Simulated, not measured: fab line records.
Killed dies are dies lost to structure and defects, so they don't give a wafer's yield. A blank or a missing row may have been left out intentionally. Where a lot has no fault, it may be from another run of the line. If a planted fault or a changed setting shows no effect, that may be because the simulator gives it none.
Problem report, 8D (eight disciplines) form, completed by code + flow gf180mcu + the parts of the form that need people (team, actions taken, sign-off) are left out

## 1. WHAT WENT WRONG
Wafers without a fault read 22.99 C, standard deviation 0.1; developer temp C at GF_HV_LDD_DEVELOP_06 reads a mean of 25.36 C on 6 wafers belonging to 2 lots. That puts it +24 standard deviations away from the usual mean.
The step: develop time 60 s.
First observed at day 13 23:42: wafer L274.1, on litho track-04. The record holds 39 wafers of 13 lots with a number at this step. Rule for "out", or "out of limits": more than 4 standard deviations from the usual mean. The other wafers with a number count as sound.

## 2. WHAT IT IS, AND WHAT IT ISN'T
| question                    | is                     | is not                                                                                 |
|-----------------------------|------------------------|----------------------------------------------------------------------------------------|
| which readings at this step | developer temp C       | -                                                                                      |
| which lots                  | L274, L275             | L263, L265, L266, L269, L270, L271, L272, L276, L277, L283, L285                       |
| which wafers of those lots  | all that have a number | -                                                                                      |
| read on which tools         | litho track-04         | litho track-02, litho track-03                                                         |
| when                        | from day 13 23:42      | up to then (21 sound wafers); but 12 sound wafers of L276, L277, L283, L285 came after |

## 3. SUSPECTS, AND WHAT RULES EACH OUT
Counting: any tool at a process step up to the reading is kept as a suspect provided that every lot that is out went through it and no sound lot did after the first of them.
- litho track-04 at GF_HV_LDD_DEVELOP_06 (develop time 60 s): kept. Every lot that is out went through it, starting with L274 (day 13 23:42), and after that it ran no sound lot; the last sound lot it ran before then is L271 (day 12 22:06). Its own readings are out on those wafers: developer temp C.
Remaining after the count: litho track-04 at GF_HV_LDD_DEVELOP_06.

## 4. THE CAUSE (what the simulator had put in)
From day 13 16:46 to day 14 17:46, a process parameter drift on litho track-04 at GF_HV_LDD_DEVELOP_06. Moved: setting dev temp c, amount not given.
The count eliminated every tool but this one.

## 5. THE EFFECT CHAIN, in route order
Each row: a reading where the mean over the struck wafers with a number is more than 3 standard deviations away from the usual. Readings are gone through only where the record gives a usual standard deviation; hours: the median, over the lots, of the time from a lot's start at the first step in this table giving one to that lot's start at this step; sigmas: the change measured in usual standard deviations.
| hours | step                 | reading          | usual    | on struck wafers | change | sigmas |
|-------|----------------------|------------------|----------|------------------|--------|--------|
| 0     | GF_HV_LDD_DEVELOP_06 | developer temp C | 22.99 C  | 25.36            | +2.37  | +24    |
| 0     | GF_HV_LDD_CD_MEAS_07 | cd nm            | 399.8 nm | 393.1            | -6.7   | -3.2   |
Its process steps:
- GF_HV_LDD_DEVELOP_06: develop time 60 s.
Later steps that measure or inspect, where all struck wafers having a row at the step show a number for every such reading and not one has moved that far: GF_HV_LDD_TW_MEAS_11, GF_HV_LDD_CD_MEAS_19.

## 6. WHAT WOULD HAVE CAUGHT IT SOONER
First out-of-limits reading in this record: day 13 23:42, which is 7 hours after fault onset at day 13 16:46.
